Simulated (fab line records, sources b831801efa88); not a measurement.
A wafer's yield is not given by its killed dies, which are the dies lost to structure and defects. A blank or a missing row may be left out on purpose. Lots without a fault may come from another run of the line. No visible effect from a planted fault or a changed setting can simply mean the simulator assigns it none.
Struck lot and sound lot, side by side ; flow gf180mcu ; 15 steps out of a route of 602
Sound: wafers L830.2, L830.3, L830.5. The struck wafers were L841.2, L841.6. The cause is named last.
For every step that has rows: the tool of each side, followed by ch and its chambers, followed by its first start. Under that, the readings that differ: sound wafers ; struck wafers ; difference of the means ; sigmas: that difference in standard deviations of wafers without a fault.
alike: a reading whose means differ by less than 2 such deviations, as well as words and numbers matching on both sides. not compared: withheld readings; readings where some wafer has no value; bounds like >300 that might hide an equal value; numbers whose values overlap and for which the record gives no deviation.
The two part at a step that has a row with sigmas, a row that says differs or no value, or rows on one side only. Non-overlapping numbers with no deviation appear without sigmas and do not part them. A reading missing from all wafers of one side parts the sides only when that side holds two or more wafers.

first, 4 steps without rows for these wafers: GF_V5_STRIP_18 (strips in O2/N2); GF_V5_STRIP_19 (strips in post etch residue remover, time 1200 s); GF_V5_CLEAN_20 (cleans in DIW); GF_V5_SPUTTER_21 (material Ti, target thk 15 nm, time 80.02 s).
GF_V5_SPUTTER_22: material TiN, target thk 10 nm, time 40 s.
  sound on pvdSputter-04, day 27 21:36; struck on pvdSputter-01, day 31 06:53
  alike: throttleValvePct
GF_V5_CVD_23: deposits W, target thk 350 nm, time 104.9 s.
  sound on cvdW-01 ch 0,1, day 27 21:38; struck on cvdW-01 ch 1, day 31 06:56
  alike: heaterPowerOuterW, heaterPowerW
GF_V5_RS_MEAS_24: measures by four-point-probe.
  sound on filmMetro-04, day 27 21:46; struck on filmMetro-02, day 31 07:04
reading;sound;struck;difference;sigmas
V5_W_RS (ohm/sq);0.310 0.309 0.329;0.341 0.337;+0.023;+3
GF_V5_THK_MEAS_25: measures by xrf.
  sound on filmMetro-04, day 27 21:53; struck on filmMetro-02, day 31 07:11
reading;sound;struck;difference;sigmas
V5_W_THK (nm);380 379 357;342 345;-28;-3
then, 1 step without rows for these wafers: GF_V5_CMP_26 (polishes, stops on SiO2, t overpolish 15 s, target thk 0 nm).
GF_TOP_METAL_SPUTTER_00: material Ti, target thk 37.5 nm, time 150 s.
  sound on pvdSputter-01, day 27 22:14; struck on pvdSputter-03, day 31 07:32
  alike: throttleValvePct
GF_TOP_METAL_SPUTTER_01: material TiN, target thk 30 nm, time 25 s.
  sound on pvdSputter-01, day 27 22:20; struck on pvdSputter-03, day 31 07:38
  alike: throttleValvePct
then, 1 step without rows for these wafers: GF_TOP_METAL_SPUTTER_02 (material AlCu, target thk 900 nm, time 47.82 s).
GF_TOP_METAL_SPUTTER_03: material Ti, target thk 5 nm, time 3.3 s.
  sound on pvdSputter-01, day 27 22:24; struck on pvdSputter-03, day 31 07:42
reading;sound;struck;difference;sigmas
model.Ti_of_TOP_METAL_SPUTTER_03.thkNm (nm);4.681 4.782 4.764;9.464 9.52;+4.750;
  alike: throttleValvePct
GF_TOP_METAL_SPUTTER_04: material TiN, target thk 25 nm, time 20.8 s.
  sound on pvdSputter-01, day 27 22:25; struck on pvdSputter-03, day 31 07:43
  alike: throttleValvePct
next, for these wafers, 1 step has no rows: GF_PASSIVATION_PROBE_99.

== WHERE THEY PART ==
First at GF_V5_RS_MEAS_24; last, within this record, at GF_V5_THK_MEAS_25. Later steps at which nothing parts them and some readings are alike: GF_TOP_METAL_SPUTTER_00, GF_TOP_METAL_SPUTTER_01, GF_TOP_METAL_SPUTTER_03, GF_TOP_METAL_SPUTTER_04.

WHY: whatever the simulator had introduced
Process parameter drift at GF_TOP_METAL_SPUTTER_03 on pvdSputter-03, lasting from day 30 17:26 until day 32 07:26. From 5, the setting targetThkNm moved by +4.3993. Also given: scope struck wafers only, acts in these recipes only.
